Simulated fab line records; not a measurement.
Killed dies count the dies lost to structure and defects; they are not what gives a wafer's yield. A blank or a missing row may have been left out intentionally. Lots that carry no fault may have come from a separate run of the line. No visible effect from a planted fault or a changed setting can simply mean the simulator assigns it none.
A lot that was struck, set against a sound lot | flow sky130 | 35 out of 708 route steps
Sound: the wafers L341.2, L341.4, L341.5. Struck: wafers L349.2, L349.4, L349.5. Last of all comes the cause.
At each step with rows: each side's tool, then ch and its chambers, then its first start. Under that, the readings that differ: sound wafers | struck wafers | difference of the means | sigmas: that difference in standard deviations of wafers without a fault.
alike: words and numbers the same on both sides, and readings whose means are apart by under 2 such deviations; not compared: readings that were withheld, readings missing a value for some wafer, numbers with overlapping values and no deviation given by the record, and bounds like >300 which may hide the same value.
The two part at a step that has a row with sigmas, a row that says differs or no value, or rows on one side only. Non-overlapping numbers with no deviation appear without sigmas and do not part them. A reading that every wafer of one side lacks parts them only if that side has two wafers or more.

first, 10 steps without rows for these wafers: SKY_GATE_OXIDE_COAT_05 (resist thk 1140 nm); SKY_GATE_OXIDE_SOFTBAKE_06 (time 60 s); SKY_GATE_OXIDE_EXPOSE_07 (exposes mask LVOM, target cd 600 nm); SKY_GATE_OXIDE_PEB_08; SKY_GATE_OXIDE_DEVELOP_09 (develop time 60 s); SKY_GATE_OXIDE_IMPLANT_11; SKY_GATE_OXIDE_WET_ETCH_12 (etches SiO2 in dHF, target depth 16.8 nm, time 336 s); SKY_GATE_OXIDE_STRIP_13 (strips in O2/N2); SKY_GATE_OXIDE_CLEAN_15 (cleans in SC1/SC2, time 150 s); SKY_GATE_OXIDE_OXIDATION_16 (stabilise 600 s, purge 300 s, target thk 3.57 nm).
SKY_POLY_GATE_CVD_00: deposits poly-Si, target thk 180 nm, time 720 s.
  sound on lpcvd-01 ch 1, day 16 00:59; struck on lpcvd-01 ch 0, day 18 20:48
  reading                                       | sound             | struck            | difference | sigmas
  model.poly-Si_of_POLY_GATE_CVD_00.thk nm (nm) | 180.3 181.7 180.3 | 156.6 155.1 154.5 | -25.4      |
  alike: spike tc lower C
SKY_POLY_GATE_THK_MEAS_01:
  sound on film metro-02, day 16 02:48; struck on film metro-03, day 18 22:14
  reading                   | sound             | struck            | difference | sigmas
  POLY_GATE_CVD_00_THK (nm) | 180.3 181.7 180.2 | 156.5 155.3 154.4 | -25.3      | -19
  not compared: hold
then, 8 steps without rows for these wafers: SKY_RES_PROTECT_HMDS_01 (prime time 60 s); SKY_RES_PROTECT_COAT_02 (resist thk 1140 nm); SKY_RES_PROTECT_SOFTBAKE_03 (time 60 s); SKY_RES_PROTECT_EXPOSE_04 (exposes mask RPM, target cd 1270 nm); SKY_RES_PROTECT_PEB_05; SKY_RES_PROTECT_DEVELOP_06 (develop time 60 s); SKY_POLY_GATE_IMPLANT_02; SKY_RES_PROTECT_STRIP_07 (strips in O2/N2).
SKY_RES_PROTECT_CLEAN_09: cleans in SC1/SC2, time 150 s.
  sound on wet bench-04 ch 0, day 17 06:10; struck on wet bench-01 ch 1, day 20 05:06
  reading                                       | sound             | struck            | difference | sigmas
  model.poly-Si_of_POLY_GATE_CVD_00.thk nm (nm) | 179.7 181.1 179.6 | 155.9 154.5 153.9 | -25.4      |
then, 11 steps without rows for these wafers: SKY_POLY_GATE_CVD_03 (deposits Si3N4 from DCS/NH3, target thk 75 nm, time 1290 s); SKY_POLY_GATE_DEHYDRATE_05 (time 60 s); SKY_POLY_GATE_HMDS_06 (prime time 60 s); SKY_POLY_GATE_COAT_07 (resist thk 110 nm); SKY_POLY_GATE_COAT_08 (resist thk 450 nm); SKY_POLY_GATE_SOFTBAKE_09 (time 90 s); SKY_POLY_GATE_EXPOSE_10 (exposes mask P1M, target cd 150 nm); SKY_POLY_GATE_PEB_11; SKY_POLY_GATE_DEVELOP_12 (develop time 60 s); SKY_POLY_GATE_ETCH_15 (etches BARC in N2/H2, stops on SiO2, time 118.5 s, target depth 110 nm); SKY_POLY_GATE_ETCH_16 (etches Si3N4 in CH3F/O2, stops on poly-Si, time 147.5 s, target depth 75 nm).
SKY_POLY_GATE_ETCH_17: etches poly-Si in HBr/Cl2, stops on SiO2, target depth 180 nm, time 70.5 s.
  sound on rie si-02 ch 1,3, day 18 13:53; struck on rie si-01 ch 0,2,3, day 21 14:18
  reading                               | sound             | struck            | difference | sigmas
  oes product au (a.u.)                 | 0.995 0.990 0.996 | 0.899 0.894 0.888 | -0.100     | -15
  model.POLY_GATE.feature depth nm (nm) | 179.7 181.1 179.6 | 155.9 154.5 153.9 | -25.4      |
  model.etch.depth nm (nm)              | 179.7 181.1 179.6 | 155.9 154.5 153.9 | -25.4      |
  alike: drypump motor current A, rf fwd power W, throttle valve pct
  not compared: rf hours counter h
then, 1 step without rows for these wafers: SKY_POLY_GATE_STRIP_18 (strips in O2/N2).
-- a jump in the record: the struck wafers' starts before and after are 28 days apart (it breaks off in module POLY_GATE and resumes in module PAD_OPEN, where the first step shown is number 708 of the route) --
SKY_PAD_OPEN_PROBE_99:
  sound on prober-01, day 47 13:02; struck on prober-02, day 49 07:30
  reading                              | sound             | struck            | difference | sigmas
  model.etest.res xhigh po.line ohm um | 5811 5837 5591    | 5357 5514 5358    | -337       |
  model.etest.res xhigh po.rs ohm sq   | 2002 2053 2002    | 1910 1917 1877    | -118       |
  model.etest.res high po.line ohm um  | 745.1 743.7 738.5 | 811.6 829 805.6   | +73.0      |
  model.etest.res poly.line ohm um     | 514.4 511 502.6   | 578.7 588.2 572.3 | +70.4      |
  model.etest.res high po.rs ohm sq    | 261.9 260.9 259.2 | 279.9 287.2 281.7 | +22.3      |
  model.etest.licon high po.rc ohm     | 346.6 358.4 348.5 | 318 314.4 319.4   | -34        |
  model.etest.cap li to poly.c af um2  | 96.14 100.3 97.12 | 93.06 90.71 91.49 | -6.10      |
  model.etest.res poly.rs ohm sq       | 48.75 48.16 47.85 | 52.97 53.67 53.31 | +5.06      |
  alike: killed_at_M0_to_M3, killed_at_M4_up, killed at contacts, killed at front end, killed at other, killed dies, killed open, killed short

== WHERE THEY PART ==
Earliest at SKY_POLY_GATE_THK_MEAS_01; latest, in this record, at SKY_POLY_GATE_ETCH_17. Later steps at which nothing parts them and some readings are alike: SKY_PAD_OPEN_PROBE_99.

WHY: what the simulator had put in
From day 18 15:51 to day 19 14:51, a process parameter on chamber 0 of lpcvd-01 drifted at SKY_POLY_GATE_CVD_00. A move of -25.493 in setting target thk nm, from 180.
